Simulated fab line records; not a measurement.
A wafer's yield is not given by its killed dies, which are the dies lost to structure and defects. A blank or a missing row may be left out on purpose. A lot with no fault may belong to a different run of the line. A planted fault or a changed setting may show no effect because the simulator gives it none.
Split-lot trial | flow gf180mcu | 23 wafers read from 5 lots, route of 602 steps

== ON THE SPLIT ==
At GF_TOP_METAL_SPUTTER_02 (material AlCu, target thk 900 nm, time 47.82 s), the setting time s was moved away from the recipe's 47.82 s on 6 of the 23 wafers read, by -9.6% to +13.5%. For the rest of the wafers, this setting stayed at what the recipe calls for.

== FROM THE SPLIT TO THE READING: what the file shows between them, 3 steps ==
- GF_TOP_METAL_SPUTTER_03: material Ti, target thk 5 nm, time 3.3 s
- GF_TOP_METAL_SPUTTER_04: material TiN, target thk 25 nm, time 20.8 s
- GF_TOP_METAL_RS_MEAS_05: measures by four-point-probe

== THE READING ==
TOP_METAL_ALCU_THK, in nm, at GF_TOP_METAL_THK_MEAS_06 (measures by xrf). Typical for fault-free wafers on this fab line: 902 nm, with standard deviation 9.4 nm.

wafer  | tool, chamber at the split | time s as run, s | against the recipe | TOP_METAL_ALCU_THK, nm | against lot-mates on the recipe
L074.1 | pvd sputter-01, -          | 47.82            | recipe             | 903                    | -
L074.2 | pvd sputter-01, -          | 47.82            | recipe             | 907                    | -
L074.3 | pvd sputter-01, -          | 47.82            | recipe             | 900                    | -
L074.5 | pvd sputter-01, -          | 47.82            | recipe             | 894                    | -
L074.6 | pvd sputter-01, -          | 47.82            | recipe             | 888                    | -
L075.1 | pvd sputter-01, -          | 43.21            | -9.6%              | 822                    | -80
L075.2 | pvd sputter-01, -          | 43.21            | -9.6%              | 810                    | -92
L075.3 | pvd sputter-01, -          | 43.21            | -9.6%              | 812                    | -90
L075.5 | pvd sputter-01, -          | 47.82            | recipe             | 912                    | -
L075.6 | pvd sputter-01, -          | 47.82            | recipe             | 893                    | -
L076.1 | pvd sputter-04, -          | 47.82            | recipe             | 921                    | -
L076.3 | pvd sputter-04, -          | 47.82            | recipe             | 909                    | -
L076.4 | pvd sputter-04, -          | 54.29            | +13.5%             | 1031                   | +116
L076.5 | pvd sputter-04, -          | 54.29            | +13.5%             | 1032                   | +117
L076.6 | pvd sputter-04, -          | 54.29            | +13.5%             | 1043                   | +128
L081.1 | pvd sputter-02, -          | 47.82            | recipe             | 918                    | -
L081.2 | pvd sputter-02, -          | 47.82            | recipe             | 919                    | -
L081.3 | pvd sputter-02, -          | 47.82            | recipe             | 904                    | -
L081.4 | pvd sputter-02, -          | 47.82            | recipe             | 918                    | -
L081.6 | pvd sputter-02, -          | 47.82            | recipe             | 909                    | -
L084.1 | pvd sputter-01, -          | 47.82            | recipe             | 904                    | -
L084.3 | pvd sputter-01, -          | 47.82            | recipe             | 890                    | -
L084.4 | pvd sputter-01, -          | 47.82            | recipe             | 894                    | -

THE FIT
A straight line over all 23 wafers: TOP_METAL_ALCU_THK changes by +9.54 nm for each +1% of time s; r = +0.99; the points scatter about the line by 9.7 nm.
The same after taking each lot's own level away (the mean of its wafers on the recipe; 23 wafers): +8.97 nm for each +1%; r = +0.99; scatter 6.7 nm.
That fit puts the effect of the largest move of time s on the reading at 1.2e+02 nm.
The span of the lots' own levels, 896.0 to 915.0 nm, comes to 2.0 times the standard deviation stated above.
The two slopes are in agreement: the lot-to-lot level therefore moves the slope only a little.
Check: with one of the wafers moved furthest among these (+13.5%) left out of the fit, the line predicts +123 nm for it against its lot-mates. It came out at +116 nm against them.

== THESE WAFERS: OTHER SPLITS ==
Note: prior to the reading, these wafers also went through further splits. Each is held against what the fit with the lots' levels taken away leaves over:
other split on the same wafers   | wafers away from the commonest value | r with TOP_METAL_ALCU_THK (lot level and that fit taken away)
GF_V4_ETCH_17 source w           | 8                                    | -0.03
GF_MIM_SPUTTER_07 power w        | 6                                    | +0.08
GF_MIM_DEVELOP_18 develop time s | 6                                    | +0.12

== THE WHOLE CHAIN: every reading that the file lists as answering this split, in the file's order ==
step                     | what it does                                   | reading                                                                              | change (the file's fit)               | r (the file's)
GF_TOP_METAL_SPUTTER_02  | material AlCu, target thk 900 nm, time 47.82 s | AlCu_of_TOP_METAL_SPUTTER_02.thk nm (the simulator's own value, which no gauge read) | +9.07 nm for each +1% of the setting  | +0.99
GF_TOP_METAL_RS_MEAS_05  | measures by four-point-probe                   | TOP_METAL_ALCU_RS                                                                    | -0.000315 for each +1% of the setting | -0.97
GF_TOP_METAL_THK_MEAS_06 | measures by xrf                                | TOP_METAL_ALCU_THK                                                                   | +8.96 for each +1% of the setting     | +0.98

== THE FILE'S OWN FIT ==
TOP_METAL_ALCU_THK changes by +8.96 nm for each +1% of time s, r = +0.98.
